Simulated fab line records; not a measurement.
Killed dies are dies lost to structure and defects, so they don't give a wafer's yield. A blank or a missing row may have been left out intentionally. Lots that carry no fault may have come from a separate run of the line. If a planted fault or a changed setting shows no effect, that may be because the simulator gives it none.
2 desks, one fault + flow sky130 + each desk holds nothing but its own numbers, with what lay behind them at the end

## THE METROLOGY DESK
What the gauges read for every lot (on any tool): the sampled wafers with a number, averaged. If a lot's mean is further than 4 standard deviations from the usual mean, the lot is out of limits and carries the mark OUT (the distance appears in the brackets).
Columns: A = VIA3_HDPCVD_THK at SKY_VIA3_THK_MEAS_01, usual 1625 nm; B = VIA3_W_THK at SKY_VIA3_THK_MEAS_23, usual 377 nm
| lot  | first seen here | A    | B   |
|------|-----------------|------|-----|
| L133 | day 39 04:51    | 1634 | 374 |
| L134 | day 39 20:36    | 1611 | 375 |
| L136 | day 40 15:18    | 1612 | 375 |
| L135 | day 40 16:37    | 1638 | 371 |
| L137 | day 40 22:55    | 1650 | 388 |
| L138 | day 41 00:23    | 1644 | 390 |
| L141 | day 42 01:31    | 1627 | 374 |
| L142 | day 42 07:38    | 1623 | 375 |
| L145 | day 42 21:58    | 1612 | 363 |
| L149 | day 43 22:55    | 1627 | 369 |
| L150 | day 44 07:22    | 1618 | 390 |
| L153 | day 44 19:15    | 1623 | 364 |
This desk found nothing out of limits on any of the 12 lots.

## DESK OF THE TOOL OWNER: cvdW-01
The tool's own readings at SKY_VIA2_CVD_21 (deposits W, target thk 420 nm, time 126.4 s): means of the sampled wafers that have a number, for each lot that ran on this tool. If a lot's mean is further than 4 standard deviations from the usual mean, the lot is out of limits and carries the mark OUT (the distance appears in the brackets).
Columns: A = heaterPowerW at SKY_VIA2_CVD_21, usual 908 W
| lot  | first seen here | A   |
|------|-----------------|-----|
| L133 | day 36 23:34    | 862 |
| L134 | day 37 16:42    | 904 |
| L136 | day 38 12:01    | 874 |
| L137 | day 38 19:05    | 934 |
| L138 | day 38 20:44    | 899 |
| L142 | day 40 03:16    | 828 |
| L145 | day 40 20:40    | 809 |
| L149 | day 41 23:02    | 920 |
This desk found nothing out of limits on any of the 8 lots.

## ALL TOGETHER
Metrology desk: nothing out of limits seen.
The tool owner's desk saw nothing out of limits.

## WHAT THE SIMULATOR HAD PUT IN
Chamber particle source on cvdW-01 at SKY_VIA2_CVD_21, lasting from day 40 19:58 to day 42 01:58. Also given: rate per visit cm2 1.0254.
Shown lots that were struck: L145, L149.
